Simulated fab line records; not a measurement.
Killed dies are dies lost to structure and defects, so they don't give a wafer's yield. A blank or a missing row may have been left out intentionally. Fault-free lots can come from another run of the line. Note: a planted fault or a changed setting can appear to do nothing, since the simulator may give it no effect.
Struck lot and sound lot, side by side -- flow sky130 -- 18 out of 708 route steps
Sound: these wafers, L873.3, L873.4, L873.6. Struck: wafers L879.2, L879.4, L879.5. At the end, the cause is stated.
At each step with rows: each side's tool, then ch and its chambers, then its first start. Under that, the readings that differ: sound wafers -- struck wafers -- difference of the means -- sigmas: that difference in standard deviations of wafers without a fault.
alike: words and numbers the same on both sides, and readings whose means are apart by under 2 such deviations; not compared: readings that were withheld, readings missing a value for some wafer, numbers with overlapping values and no deviation given by the record, and bounds like >300 which may hide the same value.
A row with sigmas, a row that says differs or no value, or rows on one side alone: a step with any of these is where the two part. When numbers do not overlap yet have no deviation, they are printed without sigmas and do not part them. Lack of a reading on every wafer of one side parts them only where that side has two or more wafers.

SKY_LDD_HVP_STRIP_09: strips in O2/N2.
  sound on plasma_asher-03 ch 0,1, day 24 15:25; struck on plasma_asher-04 ch 0,1, day 26 10:50
reading,sound,struck,difference,sigmas
strip_time_to_endpoint_s (s),4.161 4.153 4.151,4.127 4.127 4.098,-0.038,-3
  alike: drypump_motor_current_A, n2_flow_sccm, oes_product_au
  not compared: rf_hours_counter_h
SKY_LDD_HVP_TW_MEAS_10:
  struck on film_metro-02, day 26 10:56; sound on film_metro-03, day 24 15:30
  alike: LDD_HVP_TW
then, 7 steps without rows for these wafers: SKY_LDD_LDN_DEHYDRATE_00 (time 60 s); SKY_LDD_LDN_HMDS_01 (prime time 60 s); SKY_LDD_LDN_COAT_02 (resist thk 1140 nm); SKY_LDD_LDN_SOFTBAKE_03 (time 60 s); SKY_LDD_LDN_EXPOSE_04 (exposes mask LDNTM, target cd 700 nm); SKY_LDD_LDN_PEB_05; SKY_LDD_LDN_DEVELOP_06 (develop time 60 s).
SKY_LDD_LDN_OVL_MEAS_07:
  struck on overlay-01, day 27 14:48; sound on overlay-02, day 25 21:01
  alike: LDD_LDN_OVL
then, 2 steps without rows for these wafers: SKY_LDD_LDN_IMPLANT_08; SKY_LDD_LDN_IMPLANT_09.
SKY_LDD_LDN_IMPLANT_10:
  sound on implanter-04 ch 0, day 25 21:23; struck on implanter-01 ch 0, day 27 15:28
  alike: beam_energy_keV, beam_on_s
following that, these wafers have no rows for 1 step: SKY_LDD_LDN_IMPLANT_11.
SKY_LDD_LDN_STRIP_12: strips in O2/N2.
  sound on plasma_asher-04 ch 0,1, day 25 21:40; struck on plasma_asher-01 ch 0,1, day 27 15:45
  alike: drypump_motor_current_A, n2_flow_sccm, oes_product_au, strip_time_to_endpoint_s
  not compared: rf_hours_counter_h
SKY_LDD_LDN_TW_MEAS_13:
  struck on film_metro-02, day 27 16:07; sound on film_metro-01, day 25 21:45
reading,sound,struck,difference,sigmas
LDD_LDN_TW,1507 1512 1511,1561 1553 1564,+49,+3
then, 1 step without rows for these wafers: SKY_LDD_LDN_CLEAN_14 (cleans in SC1/SC2, time 150 s).
SKY_PAD_OPEN_PROBE_99:
  the record has rows for the sound wafers here (prober-01, day 47 19:52) and none for the struck ones

== WHERE THEY PART ==
At SKY_LDD_HVP_STRIP_09 first; at SKY_PAD_OPEN_PROBE_99 last (within this record only).

WHY: what the simulator had put in
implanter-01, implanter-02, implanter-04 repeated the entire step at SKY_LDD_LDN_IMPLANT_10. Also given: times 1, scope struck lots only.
